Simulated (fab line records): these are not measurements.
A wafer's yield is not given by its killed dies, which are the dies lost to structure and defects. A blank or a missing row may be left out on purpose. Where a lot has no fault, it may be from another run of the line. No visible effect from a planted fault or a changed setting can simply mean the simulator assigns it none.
Which of the tools did it?	flow sky130	6 lots with 18 wafers sampled at 4 steps, on a route of 708 steps

WHAT EACH GAUGE READ, for each wafer
SKY_LOCAL_INTERCONNECT_CD_MEAS_11: target cd 170 nm.
lot	measured	on	cd-nm (nm)
L712	day 31 16:39	cd-sem-01	168.5 170.6 169.8
L714	day 32 02:13	cd-sem-02	169.8 171.1 169.8
L717	day 32 23:19	cd-sem-01	167.7 168.2 169.5
L722	day 34 13:54	cd-sem-01	169.4 169.2 170.2
L728	day 36 08:21	cd-sem-01	139.8 153.0 144.6 139.7 153.0 144.5
L731	day 37 06:00	cd-sem-01	166.1 167.8 166.5

WHICH TOOL RAN EACH LOT (tool, then ch and the chambers of the sampled wafers, then the start)
lot	SKY_LI_CONTACT_CMP_02	SKY_LI_CONTACT_SPUTTER_20	SKY_LOCAL_INTERCONNECT_EXPOSE_08
L712	cmp-02 ch 0,1,2, day 29 05:53	pvd-sputter-04, day 30 11:40	krf-scanner-01 ch 0, day 31 02:23
L714	cmp-02 ch 1,2,3, day 29 15:48	pvd-sputter-02, day 30 21:39	krf-scanner-02 ch 0, day 31 13:40
L717	cmp-01 ch 0,1,3, day 30 14:01	pvd-sputter-04, day 31 19:33	krf-scanner-01 ch 0, day 32 09:24
L722	cmp-01 ch 0,1,2, day 32 07:07	pvd-sputter-04, day 33 10:56	krf-scanner-01 ch 0, day 34 01:16
L728	cmp-02 ch 1,2,3, day 34 02:34	pvd-sputter-02, day 35 05:52	krf-scanner-02 ch 0, day 35 19:51
L731	cmp-01 ch 0,2,3, day 34 23:26	pvd-sputter-01, day 36 02:46	krf-scanner-01 ch 0, day 36 16:41
- SKY_LI_CONTACT_CMP_02: polishes PSG.
- SKY_LI_CONTACT_SPUTTER_20: material TiN, target thk 20 nm, time 80 s.
- SKY_LOCAL_INTERCONNECT_EXPOSE_08: exposes mask LI1M, target cd 170 nm.

THE ANSWER, worked out from the rows above alone
Rule: the usual values come from the lots themselves. Put in order of their means at a reading, lots are off if they are a third of the lots or fewer, leave a main group of 4 or more, and stand apart from it by a gap of 3 or more times the standard deviation of the main group's means; of several such gaps the widest counts. If all means in a main group match to the digits the tables above print for the reading, that group is not used. A lot without any number at a reading at which 4 lots or more have one is off too. Where the step has rows for the other lots, those lots are counted as sound.
Off: L728 (SKY_LOCAL_INTERCONNECT_CD_MEAS_11, cd-nm). Main group: mean 168.9 nm, sd 1.2.
If a tool, at a process step before that reading, ran all the lots that are off and no sound lot after the first of them, it fits. Gauges at SKY_LOCAL_INTERCONNECT_CD_MEAS_11: tried the same way as those tools. Can't be told from this: 3 tools fit, cmp-02 at SKY_LI_CONTACT_CMP_02, pvd-sputter-02 at SKY_LI_CONTACT_SPUTTER_20, krf-scanner-02 at SKY_LOCAL_INTERCONNECT_EXPOSE_08.

WHAT THE SIMULATOR PUT IN
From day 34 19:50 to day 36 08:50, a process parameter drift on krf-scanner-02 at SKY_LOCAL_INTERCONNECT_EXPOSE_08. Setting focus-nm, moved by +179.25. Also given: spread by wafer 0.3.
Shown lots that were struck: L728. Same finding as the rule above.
